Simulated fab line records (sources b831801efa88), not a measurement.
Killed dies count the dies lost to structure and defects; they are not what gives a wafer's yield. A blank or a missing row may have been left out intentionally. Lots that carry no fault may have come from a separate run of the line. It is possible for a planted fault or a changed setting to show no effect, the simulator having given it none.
Which tool was responsible? | flow gf180mcu | at 1 step of a route of 602, 6 lots with 18 wafers sampled

## WHAT THE GAUGES READ, wafer by wafer
GF_V3_CD_MEAS_14 targets a cd of 260 nm.
lot  | measured     | on        | cd nm (nm)
L948 | day 23 09:24 | cd sem-02 | 260.3 260.1 260.8
L951 | day 24 03:33 | cd sem-01 | 259.9 260.8 260.0
L956 | day 25 23:56 | cd sem-02 | 260.8 262.3 260.3
L959 | day 26 12:03 | cd sem-01 | 259.9 258.8 259.2
L961 | day 27 03:17 | cd sem-02 | 261.1 260.2 261.4
L966 | day 28 14:35 | cd sem-01 | 259.6 258.7 259.0

## EACH LOT AND THE TOOL THAT RAN IT (in order: tool; ch and the chambers of the sampled wafers; start)
There is no process step in the record ahead of these readings.

## THE ANSWER, worked out from the rows above alone
Rule: usual is defined by the lots themselves. Put in order of their means at a reading, lots are off if they are a third of the lots or fewer, leave a main group of 4 or more, and stand apart from it by a gap of 3 or more times the standard deviation of the main group's means; of several such gaps the widest counts. Not used: any main group whose means are identical at the precision the tables above print for the reading. A lot without any number at a reading at which 4 lots or more have one is off too. All remaining lots with rows at the step are treated as sound.
Nothing can be told from this: no lot is off at any reading shown.

## WHAT THE SIMULATOR PUT IN
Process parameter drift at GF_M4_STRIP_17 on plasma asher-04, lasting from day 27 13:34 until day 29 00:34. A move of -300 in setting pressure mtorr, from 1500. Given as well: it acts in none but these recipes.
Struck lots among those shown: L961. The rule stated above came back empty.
